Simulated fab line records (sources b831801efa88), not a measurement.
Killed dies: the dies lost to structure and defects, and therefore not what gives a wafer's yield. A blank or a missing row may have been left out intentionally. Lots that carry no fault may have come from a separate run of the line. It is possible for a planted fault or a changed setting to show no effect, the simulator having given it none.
Check of tool commonality | flow gf180mcu | 8 lots, 24 wafers sampled

## REASON IT WAS OPENED
At GF_PSD_TW_MEAS_11 the reading PSD_TW is flagged on 4 of 8 lots. Fault-free wafers read 3194, with a standard deviation of 28.
Rule: a lot gets a flag if all its wafers with a number sit over 4 standard deviations from that mean, or if no wafer of it has a number. The other lots count as sound.

lot  | measured     | on            | PSD_TW, wafer by wafer | flag
L265 | day 14 08:44 | film metro-03 | 3155 3154 3150         |
L266 | day 14 13:21 | film metro-04 | 3255 3231 3229         |
L267 | day 14 20:12 | film metro-03 | 3164 3148 3162         |
L268 | day 15 09:02 | film metro-04 | 3230 3203 3218         |
L269 | day 15 14:31 | film metro-04 | 3708 3699 3709         | FLAGGED
L270 | day 15 23:17 | film metro-02 | 3705 3703 3707         | FLAGGED
L271 | day 16 05:20 | film metro-04 | 3718 3717 3686         | FLAGGED
L272 | day 16 14:16 | film metro-03 | 3665 3637 3658         | FLAGGED
On average the flagged lots' numbers are 3693, which is +499 against the usual, or +18 standard deviations.

## LOT BY LOT: THE TOOL USED
The record keeps 1 process step preceding the reading, out of 602 steps on the route. Each cell gives the tool, then ch followed by the chambers the sampled wafers passed through, then the start.
lot  | flag    | GF_PSD_IMPLANT_09
L265 |         | implanter-04 ch 0, day 14 08:29
L266 |         | implanter-02 ch 0, day 14 13:06
L267 |         | implanter-04 ch 0, day 14 19:57
L268 |         | implanter-02 ch 0, day 15 08:47
L269 | FLAGGED | implanter-04 ch 0, day 15 14:16
L270 | FLAGGED | implanter-04 ch 0, day 15 23:02
L271 | FLAGGED | implanter-04 ch 0, day 16 05:06
L272 | FLAGGED | implanter-02 ch 0, day 16 14:01
These steps, and what they do:
- GF_PSD_IMPLANT_09
- GF_PSD_TW_MEAS_11

## FLAGGED OVER TOTAL, TOOL BY TOOL (the gauges that took the reading come last)
step              | tool          | lots run | flagged | share of the flagged lots | sound lots run after its first flagged lot
GF_PSD_IMPLANT_09 | implanter-02  | 3        | 1       | some                      | 0
GF_PSD_IMPLANT_09 | implanter-04  | 5        | 3       | some                      | 0
GF_PSD_TW_MEAS_11 | film metro-02 | 1        | 1       | some                      | 0
GF_PSD_TW_MEAS_11 | film metro-03 | 3        | 1       | some                      | 0
GF_PSD_TW_MEAS_11 | film metro-04 | 4        | 2       | some                      | 0

## THE TABLE: WHAT IT ALLOWS
No row of the table ran every flagged lot.

## WHAT THE SIMULATOR PUT IN
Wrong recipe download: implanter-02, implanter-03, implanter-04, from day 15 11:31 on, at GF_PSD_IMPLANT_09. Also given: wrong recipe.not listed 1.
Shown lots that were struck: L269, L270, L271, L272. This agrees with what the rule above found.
